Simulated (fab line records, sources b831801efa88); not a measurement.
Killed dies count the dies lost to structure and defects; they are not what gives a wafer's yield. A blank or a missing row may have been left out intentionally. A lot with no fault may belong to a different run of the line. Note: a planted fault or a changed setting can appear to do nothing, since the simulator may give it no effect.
The tool behind it: which one? || flow gf180mcu || 15 lots with 45 wafers sampled at 3 steps, on a route of 602 steps

## WHAT EACH GAUGE READ, for each wafer
GF_VT_IMPLANT_OVL_MEAS_29. Usual: VT_IMPLANT_02_OVL -1.0 nm, standard deviation 1.5.
{"lot": "L225", "measured": "day 6 02:50", "on": "overlay-01", "VT_IMPLANT_02_OVL (nm)": "0.7 0.9 -1.7", "flag": ""}
{"lot": "L227", "measured": "day 6 21:05", "on": "overlay-01", "VT_IMPLANT_02_OVL (nm)": "-1.6 -2.0 -2.3", "flag": ""}
{"lot": "L229", "measured": "day 7 05:56", "on": "overlay-02", "VT_IMPLANT_02_OVL (nm)": "-0.1 -0.2 -1.2", "flag": ""}
{"lot": "L230", "measured": "day 7 13:29", "on": "overlay-02", "VT_IMPLANT_02_OVL (nm)": "-1.7 -1.0 -1.5", "flag": ""}
{"lot": "L231", "measured": "day 9 13:26", "on": "overlay-01", "VT_IMPLANT_02_OVL (nm)": "-3.1 -3.1 0.0", "flag": ""}
{"lot": "L232", "measured": "day 9 13:44", "on": "overlay-02", "VT_IMPLANT_02_OVL (nm)": "-1.8 -1.8 -1.1", "flag": ""}
{"lot": "L233", "measured": "day 9 18:22", "on": "overlay-02", "VT_IMPLANT_02_OVL (nm)": "-0.6 -2.2 -2.4", "flag": ""}
{"lot": "L235", "measured": "day 9 20:26", "on": "overlay-02", "VT_IMPLANT_02_OVL (nm)": "0.7 -0.3 0.1", "flag": ""}
{"lot": "L240", "measured": "day 11 01:17", "on": "overlay-01", "VT_IMPLANT_02_OVL (nm)": "0.8 4.2 0.8", "flag": ""}
{"lot": "L242", "measured": "day 11 13:22", "on": "overlay-02", "VT_IMPLANT_02_OVL (nm)": "-4.4 -4.0 -2.2", "flag": ""}
{"lot": "L243", "measured": "day 11 22:50", "on": "overlay-01", "VT_IMPLANT_02_OVL (nm)": "0.5 1.7 -1.2", "flag": ""}
{"lot": "L244", "measured": "day 12 04:29", "on": "overlay-02", "VT_IMPLANT_02_OVL (nm)": "-2.3 -0.9 -2.3", "flag": ""}
{"lot": "L245", "measured": "day 12 08:21", "on": "overlay-01", "VT_IMPLANT_02_OVL (nm)": "-2.1 -2.3 -1.8", "flag": ""}
{"lot": "L246", "measured": "day 12 16:08", "on": "overlay-01", "VT_IMPLANT_02_OVL (nm)": "0.7 2.5 -1.1", "flag": ""}
{"lot": "L248", "measured": "day 13 07:55", "on": "overlay-01", "VT_IMPLANT_02_OVL (nm)": "-1.3 0.5 -1.7", "flag": ""}

GF_DUAL_GATE_THK_MEAS_03. Usual: DUAL_GATE_OXIDATION_00_THK 10.95 nm, standard deviation 0.22.
{"lot": "L225", "measured": "day 6 22:28", "on": "film_metro-01", "DUAL_GATE_OXIDATION_00_THK (nm)": "11.07 10.87 10.69", "flag": ""}
{"lot": "L227", "measured": "day 7 18:50", "on": "film_metro-03", "DUAL_GATE_OXIDATION_00_THK (nm)": "10.92 10.77 10.99", "flag": ""}
{"lot": "L229", "measured": "day 8 00:50", "on": "film_metro-04", "DUAL_GATE_OXIDATION_00_THK (nm)": "10.59 10.50 10.53", "flag": ""}
{"lot": "L230", "measured": "day 8 08:16", "on": "film_metro-01", "DUAL_GATE_OXIDATION_00_THK (nm)": "10.78 10.84 10.93", "flag": ""}
{"lot": "L231", "measured": "day 10 10:20", "on": "film_metro-03", "DUAL_GATE_OXIDATION_00_THK (nm)": "11.16 11.24 11.10", "flag": ""}
{"lot": "L232", "measured": "day 10 11:46", "on": "film_metro-01", "DUAL_GATE_OXIDATION_00_THK (nm)": "11.12 11.05 10.88", "flag": ""}
{"lot": "L233", "measured": "day 10 15:52", "on": "film_metro-01", "DUAL_GATE_OXIDATION_00_THK (nm)": "11.00 10.80 10.89", "flag": ""}
{"lot": "L235", "measured": "day 10 17:16", "on": "film_metro-01", "DUAL_GATE_OXIDATION_00_THK (nm)": "10.74 11.00 11.06", "flag": ""}
{"lot": "L240", "measured": "day 11 23:19", "on": "film_metro-01", "DUAL_GATE_OXIDATION_00_THK (nm)": "11.33 11.00 11.07", "flag": ""}
{"lot": "L242", "measured": "day 12 11:10", "on": "film_metro-03", "DUAL_GATE_OXIDATION_00_THK (nm)": "10.77 10.88 10.98", "flag": ""}
{"lot": "L243", "measured": "day 12 23:41", "on": "film_metro-01", "DUAL_GATE_OXIDATION_00_THK (nm)": "11.13 11.12 10.88", "flag": ""}
{"lot": "L244", "measured": "day 13 08:59", "on": "film_metro-03", "DUAL_GATE_OXIDATION_00_THK (nm)": "11.05 11.19 11.11", "flag": ""}
{"lot": "L245", "measured": "day 13 08:58", "on": "film_metro-04", "DUAL_GATE_OXIDATION_00_THK (nm)": "10.81 10.87 11.05", "flag": ""}
{"lot": "L246", "measured": "day 13 18:47", "on": "film_metro-03", "DUAL_GATE_OXIDATION_00_THK (nm)": "10.89 10.71 10.93", "flag": ""}
{"lot": "L248", "measured": "day 14 11:07", "on": "film_metro-01", "DUAL_GATE_OXIDATION_00_THK (nm)": "10.85 10.82 10.76", "flag": ""}

GF_POLY_GATE_THK_MEAS_01. Usual: POLY_GATE_CVD_00_THK 200.1 nm, standard deviation 2.2.
{"lot": "L225", "measured": "day 7 18:43", "on": "film_metro-01", "POLY_GATE_CVD_00_THK (nm)": "198.1 197.8 198.3", "flag": ""}
{"lot": "L227", "measured": "day 8 14:46", "on": "film_metro-03", "POLY_GATE_CVD_00_THK (nm)": "203.8 203.3 202.5", "flag": ""}
{"lot": "L229", "measured": "day 8 22:40", "on": "film_metro-03", "POLY_GATE_CVD_00_THK (nm)": "197.3 199.4 198.3", "flag": ""}
{"lot": "L230", "measured": "day 9 05:22", "on": "film_metro-01", "POLY_GATE_CVD_00_THK (nm)": "199.8 200.1 198.9", "flag": ""}
{"lot": "L231", "measured": "day 11 07:21", "on": "film_metro-01", "POLY_GATE_CVD_00_THK (nm)": "199.3 199.5 201.2", "flag": ""}
{"lot": "L232", "measured": "day 11 10:07", "on": "film_metro-02", "POLY_GATE_CVD_00_THK (nm)": "199.8 197.3 199.2", "flag": ""}
{"lot": "L233", "measured": "day 11 14:13", "on": "film_metro-02", "POLY_GATE_CVD_00_THK (nm)": "197.8 197.9 196.9", "flag": ""}
{"lot": "L235", "measured": "day 11 15:46", "on": "film_metro-01", "POLY_GATE_CVD_00_THK (nm)": "199.6 200.2 199.4", "flag": ""}
{"lot": "L240", "measured": "day 12 22:11", "on": "film_metro-01", "POLY_GATE_CVD_00_THK (nm)": "202.2 201.8 200.7", "flag": ""}
{"lot": "L242", "measured": "day 13 17:17", "on": "film_metro-03", "POLY_GATE_CVD_00_THK (nm)": "201.2 200.9 199.8", "flag": ""}
{"lot": "L243", "measured": "day 14 03:30", "on": "film_metro-02", "POLY_GATE_CVD_00_THK (nm)": "201.0 199.2 201.4", "flag": ""}
{"lot": "L244", "measured": "day 14 14:40", "on": "film_metro-03", "POLY_GATE_CVD_00_THK (nm)": "205.6 203.7 202.5", "flag": ""}
{"lot": "L245", "measured": "day 14 14:40", "on": "film_metro-02", "POLY_GATE_CVD_00_THK (nm)": "199.2 200.1 198.7", "flag": ""}
{"lot": "L246", "measured": "day 14 21:23", "on": "film_metro-03", "POLY_GATE_CVD_00_THK (nm)": "196.0 196.4 196.6", "flag": ""}
{"lot": "L248", "measured": "day 15 14:19", "on": "film_metro-02", "POLY_GATE_CVD_00_THK (nm)": "202.9 202.9 203.9", "flag": ""}

## WHICH TOOL RAN EACH LOT (tool, then ch and the chambers of the sampled wafers, then the start)
Record: no process step prior to these readings.

## AS READ BY THE TOOLS THEMSELVES (means over the sampled wafers that have a number; for cases with no such wafer, the mark the record gives instead)
The record holds no such reading with a usual standard deviation.

## THE ANSWER, worked out from the rows above alone
Rule: lot off if the mean of its wafers having a number is beyond 3 standard deviations from the usual mean. Also off: a lot with no number at a reading for which 4 or more lots have one. Any other lot the step has rows for is counted as sound. After the gauges, taken in route order, come the tools' own readings; for these a lot's mean is taken, as printed above. At the first step where some lot is off, the reading lying furthest off is the one used; lots without a number count as furthest.
Across all readings shown, no lot is off: no conclusion can be drawn from this.

## WHAT THE SIMULATOR HAD PUT IN
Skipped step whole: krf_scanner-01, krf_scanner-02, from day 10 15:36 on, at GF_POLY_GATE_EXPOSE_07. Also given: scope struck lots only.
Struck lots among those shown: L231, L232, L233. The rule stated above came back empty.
